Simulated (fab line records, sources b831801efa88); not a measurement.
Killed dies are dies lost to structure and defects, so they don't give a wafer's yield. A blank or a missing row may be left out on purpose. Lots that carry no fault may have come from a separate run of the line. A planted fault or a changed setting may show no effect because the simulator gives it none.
Matching of chambers / flow gf180mcu / 4 sister chambers for GF_V4_ETCH_16 on rieDiel-04
The step etches BARC in N2/H2. 7 wafers are shown with their chamber, then 11 later ones without.

EACH WAFER AND ITS CHAMBER
wafer=L081.1; chamber=0; drypumpMotorCurrentA (A)=6.5; oesProductAu (a.u.)=0.865
wafer=L087.3; chamber=3; drypumpMotorCurrentA (A)=5.8; oesProductAu (a.u.)=0.851
wafer=L087.5; chamber=2; drypumpMotorCurrentA (A)=5.0; oesProductAu (a.u.)=0.858
wafer=L089.3; chamber=1; drypumpMotorCurrentA (A)=5.4; oesProductAu (a.u.)=0.853
wafer=L089.4; chamber=3; drypumpMotorCurrentA (A)=5.9; oesProductAu (a.u.)=0.862
wafer=L089.5; chamber=1; drypumpMotorCurrentA (A)=5.4; oesProductAu (a.u.)=0.851
wafer=L090.1; chamber=2; drypumpMotorCurrentA (A)=5.0; oesProductAu (a.u.)=0.857

WAFERS WHOSE CHAMBER IS MISSING
wafer=L090.3; drypumpMotorCurrentA (A)=6.6; oesProductAu (a.u.)=0.862
wafer=L090.6; drypumpMotorCurrentA (A)=5.0; oesProductAu (a.u.)=0.856
wafer=L092.3; drypumpMotorCurrentA (A)=5.9; oesProductAu (a.u.)=0.853
wafer=L092.5; drypumpMotorCurrentA (A)=6.5; oesProductAu (a.u.)=0.841
wafer=L092.6; drypumpMotorCurrentA (A)=5.4; oesProductAu (a.u.)=0.858
wafer=L096.2; drypumpMotorCurrentA (A)=5.9; oesProductAu (a.u.)=0.861
wafer=L096.3; drypumpMotorCurrentA (A)=6.5; oesProductAu (a.u.)=0.852
wafer=L096.6; drypumpMotorCurrentA (A)=5.0; oesProductAu (a.u.)=0.844
wafer=L097.2; drypumpMotorCurrentA (A)=5.9; oesProductAu (a.u.)=0.859
wafer=L097.5; drypumpMotorCurrentA (A)=5.0; oesProductAu (a.u.)=0.854
wafer=L097.6; drypumpMotorCurrentA (A)=5.9; oesProductAu (a.u.)=0.861

THE CHAMBER EACH PASSED THROUGH
wafer=L090.3; from the rows above=0; in truth=0
wafer=L090.6; from the rows above=2; in truth=2
wafer=L092.3; from the rows above=3; in truth=3
wafer=L092.5; from the rows above=0; in truth=0
wafer=L092.6; from the rows above=1; in truth=1
wafer=L096.2; from the rows above=3; in truth=3
wafer=L096.3; from the rows above=0; in truth=0
wafer=L096.6; from the rows above=2; in truth=2
wafer=L097.2; from the rows above=3; in truth=3
wafer=L097.5; from the rows above=2; in truth=2
wafer=L097.6; from the rows above=3; in truth=3
11 of 11 placed correctly. Not placeable from these rows: 0. Number placed wrongly: 0.
How it was worked out, from the rows above alone: a wafer's distance from a chamber is the root of the sum, over the readings, of the square of ((its reading less the chamber's mean) divided by the reading's scatter). The wafer belongs to the nearest chamber; if the next one is less than 2 further off, it can't be placed. For every chamber, the mean is computed from those of its wafers that are shown. The scatter: the root of (the sum of the squares of (reading less its chamber's mean) over the shown wafers, divided by (wafers less chambers)).
